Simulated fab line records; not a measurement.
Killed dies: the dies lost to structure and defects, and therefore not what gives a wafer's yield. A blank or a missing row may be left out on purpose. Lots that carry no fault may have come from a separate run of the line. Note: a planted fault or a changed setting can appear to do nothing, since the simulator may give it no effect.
fab line records / flow sfq-line
[record] lots = 7 wafers = 21 last-day = 81
route steps=325 shown JJ@189 M5@198
lots that met no fault: taken from a fault-free run of the same line
start-h: start of the lot's first displayed wafer, in hours after the record's first day / wait-h: hours from the lot's prior step to this one / " unchanged from the row above / L1.1+2: several wafers, shown together as one row / - either no value or no given start / * or withheld: withheld / < > ~ a bound
route shown NAME@n: names a module that has steps shown in the file, with the first one's number in the route / usual: average and standard deviation across the fault-free wafers / same: alike in all rows / chamber/n: place in a boat / sites: readings site by site / _std_site: standard deviation across them / _edge_site: outer sites' mean less inner sites' / radius-mm: for every site, how far away it sits from the centre of the wafer / mask NAME#n: copy n / behind: the most recent tool/chamber to have shaped the wafer / hold: the reason the lot was held/the length of the hold in hours/how it ended / device: transistor that didn't switch, given as n, p or np / end of line: tests run on the same wafers once the route is complete / a step with no rows: only its recipe / killed: count of dies lost to structure and defects at first sort (not the wafer's yield) / map: a wafer's dies, x killed, . not, _ none there
set.NAME: the setting the step ran with; set.NAME@STEP: the setting that earlier step ran with / model.NAME: the simulator's own value behind a step, which no gauge read
lots at some steps of the route; a table a step, a row a wafer
services: when a tool's chamber went out of use (start-h, in hours from the record's first day, below 0 if earlier), for how many hours, and the reason
[[steps]]
[step SFQ_TRILAYER_JJ_CE_LITHO_PEB_117]
[recipe] peb-temp-c = 115 peb-time-s = 60 resist = KrF
[step SFQ_TRILAYER_JJ_CE_LITHO_DEVELOP_116]
[recipe] time-s = 60 resist = KrF
[step SFQ_JJ_OVL_MEAS_931]
[usual] J5_OVL = 2/6.5
lot.wafer=L117.1 tool=overlay-01 chamber=- start-h=1277.78 wait-h=0.1 J5_OVL[nm]=5
lot.wafer=L117.4 tool=overlay-01 chamber=- start-h=1277.78 wait-h=0.1 J5_OVL[nm]=-4
lot.wafer=L117.5 tool=overlay-01 chamber=- start-h=1277.78 wait-h=0.1 J5_OVL[nm]=5
lot.wafer=L122.2 tool=overlay-02 chamber=- start-h=1343.78 wait-h=0.1 J5_OVL[nm]=-11
lot.wafer=L122.5 tool=overlay-02 chamber=- start-h=1343.78 wait-h=0.1 J5_OVL[nm]=-9
lot.wafer=L122.6 tool=overlay-02 chamber=- start-h=1343.78 wait-h=0.1 J5_OVL[nm]=-5
lot.wafer=L123.1 tool=overlay-02 chamber=- start-h=1351.64 wait-h=0.1 J5_OVL[nm]=21
lot.wafer=L123.2 tool=overlay-02 chamber=- start-h=1351.64 wait-h=0.1 J5_OVL[nm]=7
lot.wafer=L123.6 tool=overlay-02 chamber=- start-h=1351.64 wait-h=0.1 J5_OVL[nm]=8
lot.wafer=L124.1 tool=overlay-02 chamber=- start-h=1354.04 wait-h=0.1 J5_OVL[nm]=-3
lot.wafer=L124.3 tool=overlay-02 chamber=- start-h=1354.04 wait-h=0.1 J5_OVL[nm]=-5
lot.wafer=L124.6 tool=overlay-02 chamber=- start-h=1354.04 wait-h=0.1 J5_OVL[nm]=-10
lot.wafer=L125.1 tool=overlay-02 chamber=- start-h=1361.24 wait-h=0.1 J5_OVL[nm]=0
lot.wafer=L125.3 tool=overlay-02 chamber=- start-h=1361.24 wait-h=0.1 J5_OVL[nm]=1
lot.wafer=L125.4 tool=overlay-02 chamber=- start-h=1361.24 wait-h=0.1 J5_OVL[nm]=-4
lot.wafer=L126.2 tool=overlay-02 chamber=- start-h=1370.85 wait-h=0.1 J5_OVL[nm]=-1
lot.wafer=L126.3 tool=overlay-02 chamber=- start-h=1370.85 wait-h=0.1 J5_OVL[nm]=1
lot.wafer=L126.4 tool=overlay-02 chamber=- start-h=1370.85 wait-h=0.1 J5_OVL[nm]=3
lot.wafer=L128.4 tool=overlay-01 chamber=- start-h=1427.38 wait-h=0.1 J5_OVL[nm]=-6
lot.wafer=L128.5 tool=overlay-01 chamber=- start-h=1427.38 wait-h=0.1 J5_OVL[nm]=-3
lot.wafer=L128.6 tool=overlay-01 chamber=- start-h=1427.38 wait-h=0.1 J5_OVL[nm]=-5
[step SFQ_TRILAYER_JJ_CE_METRO_MEASURE_117]
[usual] cd-nm = 700.1/1.4
lot.wafer=L117.1 tool=cd-sem-01 chamber=- start-h=1277.81 wait-h=0.0 cd-nm=699.0
lot.wafer=L117.4 tool=cd-sem-01 chamber=- start-h=1277.81 wait-h=0.0 cd-nm=697.8
lot.wafer=L117.5 tool=cd-sem-01 chamber=- start-h=1277.81 wait-h=0.0 cd-nm=700.1
lot.wafer=L122.2 tool=cd-sem-02 chamber=- start-h=1344.01 wait-h=0.2 cd-nm=698.1
lot.wafer=L122.5 tool=cd-sem-02 chamber=- start-h=1344.01 wait-h=0.2 cd-nm=698.3
lot.wafer=L122.6 tool=cd-sem-02 chamber=- start-h=1344.01 wait-h=0.2 cd-nm=698.8
lot.wafer=L123.1 tool=cd-sem-01 chamber=- start-h=1351.68 wait-h=0.0 cd-nm=702.4
lot.wafer=L123.2 tool=cd-sem-01 chamber=- start-h=1351.68 wait-h=0.0 cd-nm=702.3
lot.wafer=L123.6 tool=cd-sem-01 chamber=- start-h=1351.68 wait-h=0.0 cd-nm=702.2
lot.wafer=L124.1 tool=cd-sem-02 chamber=- start-h=1354.08 wait-h=0.0 cd-nm=702.4
lot.wafer=L124.3 tool=cd-sem-02 chamber=- start-h=1354.08 wait-h=0.0 cd-nm=702.4
lot.wafer=L124.6 tool=cd-sem-02 chamber=- start-h=1354.08 wait-h=0.0 cd-nm=701.3
lot.wafer=L125.1 tool=cd-sem-01 chamber=- start-h=1361.28 wait-h=0.0 cd-nm=700.8
lot.wafer=L125.3 tool=cd-sem-01 chamber=- start-h=1361.28 wait-h=0.0 cd-nm=700.8
lot.wafer=L125.4 tool=cd-sem-01 chamber=- start-h=1361.28 wait-h=0.0 cd-nm=700.7
lot.wafer=L126.2 tool=cd-sem-02 chamber=- start-h=1371.08 wait-h=0.2 cd-nm=699.7
lot.wafer=L126.3 tool=cd-sem-02 chamber=- start-h=1371.08 wait-h=0.2 cd-nm=699.6
lot.wafer=L126.4 tool=cd-sem-02 chamber=- start-h=1371.08 wait-h=0.2 cd-nm=701.3
lot.wafer=L128.4 tool=cd-sem-02 chamber=- start-h=1428.00 wait-h=0.6 cd-nm=701.2
lot.wafer=L128.5 tool=cd-sem-02 chamber=- start-h=1428.00 wait-h=0.6 cd-nm=700.2
lot.wafer=L128.6 tool=cd-sem-02 chamber=- start-h=1428.00 wait-h=0.6 cd-nm=699.8
[step SFQ_TRILAYER_JJ_CE_BARC_OPEN_RIE_150]
[recipe] mask-material = PR chemistry = O2 target-depth-nm = 240 target = BARC icp-w = 600 bias-w = 80 pressure-mtorr = 10 time-s = 80
[usual] bias-w = 80.03/0.24 drypump-motor-current-A = 5.7/0.54 oes-product-au = 0.537/0.0045
lot.wafer=L117.1 tool=rie-metal-04 chamber=1 start-h=1279.01 wait-h=1.0 bias-w=80.16 drypump-motor-current-A=5.0 oes-product-au=0.535 rf-hours-counter-h=109
lot.wafer=L117.4 tool=rie-metal-04 chamber=0 start-h=1279.01 wait-h=1.0 bias-w=79.50 drypump-motor-current-A=5.3 oes-product-au=0.536 rf-hours-counter-h=-
lot.wafer=L117.5 tool=rie-metal-04 chamber=0 start-h=1279.01 wait-h=1.0 bias-w=79.37 drypump-motor-current-A=5.3 oes-product-au=0.532 rf-hours-counter-h=-
lot.wafer=L122.2 tool=rie-metal-02 chamber=0 start-h=1345.04 wait-h=0.8 bias-w=79.76 drypump-motor-current-A=6.5 oes-product-au=0.546 rf-hours-counter-h=-
lot.wafer=L122.5 tool=rie-metal-02 chamber=0 start-h=1345.04 wait-h=0.8 bias-w=79.88 drypump-motor-current-A=6.4 oes-product-au=0.535 rf-hours-counter-h=-
lot.wafer=L122.6 tool=rie-metal-02 chamber=0 start-h=1345.04 wait-h=0.8 bias-w=79.89 drypump-motor-current-A=6.4 oes-product-au=0.539 rf-hours-counter-h=-
lot.wafer=L123.1 tool=rie-metal-04 chamber=1 start-h=1352.88 wait-h=1.0 bias-w=79.39 drypump-motor-current-A=5.0 oes-product-au=0.543 rf-hours-counter-h=124
lot.wafer=L123.2 tool=rie-metal-04 chamber=0 start-h=1352.88 wait-h=1.0 bias-w=79.96 drypump-motor-current-A=5.2 oes-product-au=0.533 rf-hours-counter-h=53
lot.wafer=L123.6 tool=rie-metal-04 chamber=1 start-h=1352.88 wait-h=1.0 bias-w=79.96 drypump-motor-current-A=5.0 oes-product-au=0.539 rf-hours-counter-h=-
lot.wafer=L124.1 tool=rie-metal-04 chamber=1 start-h=1355.28 wait-h=1.0 bias-w=79.96 drypump-motor-current-A=5.0 oes-product-au=0.539 rf-hours-counter-h=124
lot.wafer=L124.3 tool=rie-metal-04 chamber=0 start-h=1355.28 wait-h=1.0 bias-w=79.78 drypump-motor-current-A=5.3 oes-product-au=0.541 rf-hours-counter-h=-
lot.wafer=L124.6 tool=rie-metal-04 chamber=0 start-h=1355.28 wait-h=1.0 bias-w=79.95 drypump-motor-current-A=5.3 oes-product-au=0.536 rf-hours-counter-h=-
lot.wafer=L125.1 tool=rie-metal-01 chamber=0 start-h=1362.48 wait-h=1.0 bias-w=80.49 drypump-motor-current-A=6.1 oes-product-au=0.541 rf-hours-counter-h=52
lot.wafer=L125.3 tool=rie-metal-01 chamber=0 start-h=1362.48 wait-h=1.0 bias-w=80.00 drypump-motor-current-A=6.1 oes-product-au=0.533 rf-hours-counter-h=-
lot.wafer=L125.4 tool=rie-metal-01 chamber=0 start-h=1362.48 wait-h=1.0 bias-w=80.63 drypump-motor-current-A=6.1 oes-product-au=0.532 rf-hours-counter-h=-
lot.wafer=L126.2 tool=rie-metal-01 chamber=0 start-h=1372.08 wait-h=0.8 bias-w=79.90 drypump-motor-current-A=6.1 oes-product-au=0.541 rf-hours-counter-h=53
lot.wafer=L126.3 tool=rie-metal-01 chamber=1 start-h=1372.08 wait-h=0.8 bias-w=79.83 drypump-motor-current-A=5.5 oes-product-au=0.534 rf-hours-counter-h=-
lot.wafer=L126.4 tool=rie-metal-01 chamber=0 start-h=1372.08 wait-h=0.8 bias-w=79.78 drypump-motor-current-A=6.1 oes-product-au=0.533 rf-hours-counter-h=-
lot.wafer=L128.4 tool=rie-metal-04 chamber=0 start-h=1428.63 wait-h=0.4 bias-w=80.04 drypump-motor-current-A=5.2 oes-product-au=0.546 rf-hours-counter-h=-
lot.wafer=L128.5 tool=rie-metal-04 chamber=1 start-h=1428.63 wait-h=0.4 bias-w=80.20 drypump-motor-current-A=5.0 oes-product-au=0.530 rf-hours-counter-h=-
lot.wafer=L128.6 tool=rie-metal-04 chamber=0 start-h=1428.63 wait-h=0.4 bias-w=80.08 drypump-motor-current-A=5.3 oes-product-au=0.537 rf-hours-counter-h=-
[step SFQ_TRILAYER_JJ_CE_ETCH_RIE_118]
[recipe] target = Nb stop-on = Al2O3 mask-material = PR taper-deg = 13.257 over-etch-frac = 0.15 time-s = 97.7 chemistry = SF6 target-depth-nm = 170 icp-w = 600 bias-w = 80 pressure-mtorr = 10
[usual] bias-w = 79.99/0.27 drypump-motor-current-A = 5.7/0.53 oes-product-au = 0.989/0.0071
lot.wafer=L117.1 tool=rie-metal-04 chamber=1 start-h=1279.10 wait-h=0.1 bias-w=80.51 drypump-motor-current-A=5.0 oes-product-au=1.001 rf-hours-counter-h=109
lot.wafer=L117.4 tool=rie-metal-04 chamber=0 start-h=1279.10 wait-h=0.1 bias-w=80.32 drypump-motor-current-A=5.3 oes-product-au=1.007 rf-hours-counter-h=-
lot.wafer=L117.5 tool=rie-metal-04 chamber=0 start-h=1279.10 wait-h=0.1 bias-w=80.09 drypump-motor-current-A=5.3 oes-product-au=0.997 rf-hours-counter-h=-
lot.wafer=L122.2 tool=rie-metal-02 chamber=0 start-h=1345.23 wait-h=0.2 bias-w=80.13 drypump-motor-current-A=6.4 oes-product-au=0.982 rf-hours-counter-h=-
lot.wafer=L122.5 tool=rie-metal-02 chamber=0 start-h=1345.23 wait-h=0.2 bias-w=80.15 drypump-motor-current-A=6.4 oes-product-au=0.987 rf-hours-counter-h=-
lot.wafer=L122.6 tool=rie-metal-02 chamber=0 start-h=1345.23 wait-h=0.2 bias-w=80.36 drypump-motor-current-A=6.5 oes-product-au=0.977 rf-hours-counter-h=-
lot.wafer=L123.1 tool=rie-metal-04 chamber=1 start-h=1352.97 wait-h=0.1 bias-w=79.48 drypump-motor-current-A=5.0 oes-product-au=0.999 rf-hours-counter-h=124
lot.wafer=L123.2 tool=rie-metal-04 chamber=0 start-h=1352.97 wait-h=0.1 bias-w=79.74 drypump-motor-current-A=5.3 oes-product-au=0.991 rf-hours-counter-h=53
lot.wafer=L123.6 tool=rie-metal-04 chamber=1 start-h=1352.97 wait-h=0.1 bias-w=80.15 drypump-motor-current-A=5.0 oes-product-au=0.994 rf-hours-counter-h=-
lot.wafer=L124.1 tool=rie-metal-04 chamber=1 start-h=1355.37 wait-h=0.1 bias-w=79.85 drypump-motor-current-A=5.0 oes-product-au=0.990 rf-hours-counter-h=124
lot.wafer=L124.3 tool=rie-metal-04 chamber=0 start-h=1355.37 wait-h=0.1 bias-w=80.40 drypump-motor-current-A=5.3 oes-product-au=0.991 rf-hours-counter-h=-
lot.wafer=L124.6 tool=rie-metal-04 chamber=0 start-h=1355.37 wait-h=0.1 bias-w=79.79 drypump-motor-current-A=5.3 oes-product-au=1.001 rf-hours-counter-h=-
lot.wafer=L125.1 tool=rie-metal-01 chamber=0 start-h=1362.66 wait-h=0.2 bias-w=79.64 drypump-motor-current-A=6.1 oes-product-au=0.995 rf-hours-counter-h=52
lot.wafer=L125.3 tool=rie-metal-01 chamber=0 start-h=1362.66 wait-h=0.2 bias-w=79.70 drypump-motor-current-A=6.1 oes-product-au=0.995 rf-hours-counter-h=-
lot.wafer=L125.4 tool=rie-metal-01 chamber=0 start-h=1362.66 wait-h=0.2 bias-w=79.40 drypump-motor-current-A=6.1 oes-product-au=0.984 rf-hours-counter-h=-
lot.wafer=L126.2 tool=rie-metal-01 chamber=0 start-h=1372.17 wait-h=0.1 bias-w=79.78 drypump-motor-current-A=6.1 oes-product-au=0.978 rf-hours-counter-h=53
lot.wafer=L126.3 tool=rie-metal-01 chamber=1 start-h=1372.17 wait-h=0.1 bias-w=80.05 drypump-motor-current-A=5.5 oes-product-au=0.978 rf-hours-counter-h=-
lot.wafer=L126.4 tool=rie-metal-01 chamber=0 start-h=1372.17 wait-h=0.1 bias-w=80.17 drypump-motor-current-A=6.1 oes-product-au=0.997 rf-hours-counter-h=-
lot.wafer=L128.4 tool=rie-metal-04 chamber=0 start-h=1428.73 wait-h=0.1 bias-w=80.09 drypump-motor-current-A=5.3 oes-product-au=0.995 rf-hours-counter-h=-
lot.wafer=L128.5 tool=rie-metal-04 chamber=1 start-h=1428.73 wait-h=0.1 bias-w=79.89 drypump-motor-current-A=5.0 oes-product-au=0.991 rf-hours-counter-h=-
lot.wafer=L128.6 tool=rie-metal-04 chamber=0 start-h=1428.73 wait-h=0.1 bias-w=80.21 drypump-motor-current-A=5.3 oes-product-au=0.996 rf-hours-counter-h=-
[step SFQ_TRILAYER_JJ_ANODIZE_ANODIZE_119]
[recipe] current-density-ma-cm2 = withheld end-current-density-ma-cm2 = withheld bath-temp-c = withheld
[step SFQ_TRILAYER_JJ_CE_STRIP_STRIP_120]
[recipe] gas = O2 power-w = 200 platen-temp-c = 40 overash-fraction = 0.65 chemistry = O2 pressure-mtorr = 50
[usual] drypump-motor-current-A = 5.8/0.6 oes-product-au = 1.002/0.0087
lot.wafer=L117.1 tool=rie-metal-02 chamber=0 start-h=1279.71 wait-h=0.0 drypump-motor-current-A=6.4 oes-product-au=1.011 rf-hours-counter-h=17
lot.wafer=L117.4 tool=rie-metal-02 chamber=0 start-h=1279.71 wait-h=0.0 drypump-motor-current-A=6.4 oes-product-au=1.002 rf-hours-counter-h=-
lot.wafer=L117.5 tool=rie-metal-02 chamber=0 start-h=1279.71 wait-h=0.0 drypump-motor-current-A=6.4 oes-product-au=1.007 rf-hours-counter-h=-
lot.wafer=L122.2 tool=rie-metal-02 chamber=0 start-h=1346.11 wait-h=0.2 drypump-motor-current-A=6.4 oes-product-au=0.993 rf-hours-counter-h=-
lot.wafer=L122.5 tool=rie-metal-02 chamber=0 start-h=1346.11 wait-h=0.2 drypump-motor-current-A=6.4 oes-product-au=0.989 rf-hours-counter-h=-
lot.wafer=L122.6 tool=rie-metal-02 chamber=0 start-h=1346.11 wait-h=0.2 drypump-motor-current-A=6.4 oes-product-au=0.995 rf-hours-counter-h=-
lot.wafer=L123.1 tool=rie-metal-02 chamber=0 start-h=1353.57 wait-h=0.0 drypump-motor-current-A=6.4 oes-product-au=1.002 rf-hours-counter-h=38
lot.wafer=L123.2 tool=rie-metal-02 chamber=0 start-h=1353.57 wait-h=0.0 drypump-motor-current-A=6.5 oes-product-au=1.003 rf-hours-counter-h=-
lot.wafer=L123.6 tool=rie-metal-02 chamber=0 start-h=1353.57 wait-h=0.0 drypump-motor-current-A=6.5 oes-product-au=0.986 rf-hours-counter-h=-
lot.wafer=L124.1 tool=rie-metal-01 chamber=0 start-h=1356.02 wait-h=0.0 drypump-motor-current-A=6.1 oes-product-au=0.985 rf-hours-counter-h=51
lot.wafer=L124.3 tool=rie-metal-01 chamber=0 start-h=1356.02 wait-h=0.0 drypump-motor-current-A=6.1 oes-product-au=0.997 rf-hours-counter-h=-
lot.wafer=L124.6 tool=rie-metal-01 chamber=0 start-h=1356.02 wait-h=0.0 drypump-motor-current-A=6.1 oes-product-au=0.998 rf-hours-counter-h=-
lot.wafer=L125.1 tool=rie-metal-02 chamber=1 start-h=1363.37 wait-h=0.0 drypump-motor-current-A=5.6 oes-product-au=0.981 rf-hours-counter-h=3
lot.wafer=L125.3 tool=rie-metal-02 chamber=0 start-h=1363.37 wait-h=0.0 drypump-motor-current-A=6.4 oes-product-au=1.003 rf-hours-counter-h=-
lot.wafer=L125.4 tool=rie-metal-02 chamber=1 start-h=1363.37 wait-h=0.0 drypump-motor-current-A=5.6 oes-product-au=0.990 rf-hours-counter-h=-
lot.wafer=L126.2 tool=rie-metal-04 chamber=0 start-h=1372.87 wait-h=0.0 drypump-motor-current-A=5.2 oes-product-au=1.016 rf-hours-counter-h=56
lot.wafer=L126.3 tool=rie-metal-04 chamber=1 start-h=1372.87 wait-h=0.0 drypump-motor-current-A=5.0 oes-product-au=1.010 rf-hours-counter-h=-
lot.wafer=L126.4 tool=rie-metal-04 chamber=0 start-h=1372.87 wait-h=0.0 drypump-motor-current-A=5.2 oes-product-au=1.018 rf-hours-counter-h=-
lot.wafer=L128.4 tool=rie-metal-02 chamber=0 start-h=1429.90 wait-h=0.6 drypump-motor-current-A=6.4 oes-product-au=1.000 rf-hours-counter-h=-
lot.wafer=L128.5 tool=rie-metal-02 chamber=0 start-h=1429.90 wait-h=0.6 drypump-motor-current-A=6.4 oes-product-au=0.996 rf-hours-counter-h=-
lot.wafer=L128.6 tool=rie-metal-02 chamber=0 start-h=1429.90 wait-h=0.6 drypump-motor-current-A=6.4 oes-product-au=0.994 rf-hours-counter-h=-
[step SFQ_TRILAYER_JJ_CE_STRIP_SOLV_CLEAN_121]
[recipe] chemistry = NMP temp-c = 70 time-s = 600
[step SFQ_TRILAYER_M5_LITHO_COAT_128]
[recipe] resist = BARC spin-rpm = 3000 resist-thk-nm = 62
[step SFQ_TRILAYER_M5_LITHO_COAT_123]
[recipe] resist = KrF spin-rpm = 3000 resist-thk-nm = 600
[step SFQ_TRILAYER_M5_LITHO_SOFTBAKE_127]
[recipe] temp-c = withheld time-s = withheld resist = KrF
[step SFQ_TRILAYER_M5_LITHO_EXPOSE_124]
[recipe] mask-id = M5 na = 0.6 source-shape = conventional sigma-outer = 0.65 target-cd-nm = 700 dose-mj = 14.4
[usual] exposure-dose-mJ-cm2 = 14.402/0.015 focus-offset-nm = 0.0/0.54
lot.wafer=L117.1 tool=krf-scanner-02 chamber=0 start-h=1403.07 wait-h=- mask=M5#0 exposure-dose-mJ-cm2=14.412 focus-offset-nm=0.1
lot.wafer=L117.4 tool=krf-scanner-02 chamber=0 start-h=1403.07 wait-h=- mask=M5#0 exposure-dose-mJ-cm2=14.415 focus-offset-nm=0.1
lot.wafer=L117.5 tool=krf-scanner-02 chamber=0 start-h=1403.07 wait-h=- mask=M5#0 exposure-dose-mJ-cm2=14.407 focus-offset-nm=0.0
lot.wafer=L122.2 tool=krf-scanner-02 chamber=- start-h=1454.87 wait-h=- mask=M5#0 exposure-dose-mJ-cm2=- focus-offset-nm=-
lot.wafer=L122.5 tool=krf-scanner-02 chamber=- start-h=1454.87 wait-h=- mask=M5#0 exposure-dose-mJ-cm2=- focus-offset-nm=-
lot.wafer=L122.6 tool=krf-scanner-02 chamber=- start-h=1454.87 wait-h=- mask=M5#0 exposure-dose-mJ-cm2=- focus-offset-nm=-
lot.wafer=L123.1 tool=krf-scanner-02 chamber=- start-h=1463.07 wait-h=- mask=M5#0 exposure-dose-mJ-cm2=- focus-offset-nm=-
lot.wafer=L123.2 tool=krf-scanner-02 chamber=- start-h=1463.07 wait-h=- mask=M5#0 exposure-dose-mJ-cm2=- focus-offset-nm=-
lot.wafer=L123.6 tool=krf-scanner-02 chamber=- start-h=1463.07 wait-h=- mask=M5#0 exposure-dose-mJ-cm2=- focus-offset-nm=-
lot.wafer=L124.1 tool=krf-scanner-02 chamber=- start-h=1466.67 wait-h=- mask=M5#0 exposure-dose-mJ-cm2=- focus-offset-nm=-
lot.wafer=L124.3 tool=krf-scanner-02 chamber=- start-h=1466.67 wait-h=- mask=M5#0 exposure-dose-mJ-cm2=- focus-offset-nm=-
lot.wafer=L124.6 tool=krf-scanner-02 chamber=- start-h=1466.67 wait-h=- mask=M5#0 exposure-dose-mJ-cm2=- focus-offset-nm=-
lot.wafer=L125.1 tool=krf-scanner-02 chamber=0 start-h=1471.47 wait-h=- mask=M5#0 exposure-dose-mJ-cm2=14.379 focus-offset-nm=-0.2
lot.wafer=L125.3 tool=krf-scanner-02 chamber=0 start-h=1471.47 wait-h=- mask=M5#0 exposure-dose-mJ-cm2=14.386 focus-offset-nm=-0.6
lot.wafer=L125.4 tool=krf-scanner-02 chamber=0 start-h=1471.47 wait-h=- mask=M5#0 exposure-dose-mJ-cm2=14.390 focus-offset-nm=0.1
lot.wafer=L126.2 tool=krf-scanner-02 chamber=0 start-h=1482.47 wait-h=- mask=M5#0 exposure-dose-mJ-cm2=14.390 focus-offset-nm=-1.2
lot.wafer=L126.3 tool=krf-scanner-02 chamber=0 start-h=1482.47 wait-h=- mask=M5#0 exposure-dose-mJ-cm2=14.397 focus-offset-nm=0.2
lot.wafer=L126.4 tool=krf-scanner-02 chamber=0 start-h=1482.47 wait-h=- mask=M5#0 exposure-dose-mJ-cm2=14.379 focus-offset-nm=-0.5
lot.wafer=L128.4 tool=krf-scanner-02 chamber=0 start-h=1522.47 wait-h=- mask=M5#0 exposure-dose-mJ-cm2=14.403 focus-offset-nm=0.1
lot.wafer=L128.5 tool=krf-scanner-02 chamber=0 start-h=1522.47 wait-h=- mask=M5#0 exposure-dose-mJ-cm2=14.397 focus-offset-nm=0.4
lot.wafer=L128.6 tool=krf-scanner-02 chamber=0 start-h=1522.47 wait-h=- mask=M5#0 exposure-dose-mJ-cm2=14.411 focus-offset-nm=-0.1
[step SFQ_TRILAYER_M5_LITHO_PEB_126]
[recipe] peb-temp-c = 115 peb-time-s = 60 resist = KrF
[[services]]
tool=rie-metal-02 chamber=1 start-h=1263.27 hours=99.4 kind=repair
tool=cd-sem-02 chamber=- start-h=1321.08 hours=0.6 kind=pm
tool=rie-metal-04 chamber=0 start-h=1340.96 hours=3.7 kind=repair
tool=cd-sem-01 chamber=- start-h=1345.08 hours=0.6 kind=pm
tool=krf-scanner-02 chamber=- start-h=1345.16 hours=2.2 kind=repair
tool=rie-metal-01 chamber=- start-h=1349.40 hours=0.3 kind=repair
tool=krf-scanner-02 chamber=- start-h=1349.56 hours=16.7 kind=repair
tool=krf-scanner-02 chamber=- start-h=1359.13 hours=0.8 kind=repair
tool=cd-sem-01 chamber=- start-h=1360.71 hours=0.4 kind=pm
tool=cd-sem-01 chamber=- start-h=1364.33 hours=65.0 kind=repair
tool=krf-scanner-02 chamber=- start-h=1366.29 hours=1.0 kind=pm
tool=krf-scanner-02 chamber=- start-h=1368.13 hours=1.3 kind=pm
tool=krf-scanner-02 chamber=- start-h=1371.13 hours=0.8 kind=pm
tool=rie-metal-02 chamber=1 start-h=1409.21 hours=48.8 kind=repair
tool=cd-sem-01 chamber=- start-h=1429.33 hours=0.9 kind=pm
tool=cd-sem-02 chamber=- start-h=1430.26 hours=0.5 kind=pm
tool=cd-sem-02 chamber=- start-h=1430.72 hours=7.3 kind=pm
tool=cd-sem-02 chamber=- start-h=1437.99 hours=0.7 kind=pm
tool=cd-sem-01 chamber=- start-h=1438.69 hours=0.9 kind=pm
tool=cd-sem-02 chamber=- start-h=1447.09 hours=0.3 kind=pm
tool=rie-metal-04 chamber=0 start-h=1467.35 hours=1.2 kind=repair
tool=rie-metal-01 chamber=0 start-h=1473.61 hours=1.1 kind=repair
tool=cd-sem-02 chamber=- start-h=1505.08 hours=1.1 kind=pm
tool=rie-metal-04 chamber=1 start-h=1516.00 hours=26.5 kind=repair
[[key]]
[first-sign] step = SFQ_TRILAYER_M5_LITHO_EXPOSE_124 reading = tool-record direction = missing
effect none on later readings
met-at SFQ_TRILAYER_M5_LITHO_EXPOSE_124
struck-wafers L122.2,L122.5,L122.6,L123.1,L123.2,L123.6,L124.1,L124.3,L124.6
onset-between 1403.07 1454.87
[fault] kind = skipped-step-whole tool = krf-scanner-02 chamber = - onset-h = 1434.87 steps = SFQ_TRILAYER_M5_LITHO_EXPOSE_124 scope = struck-lots-only
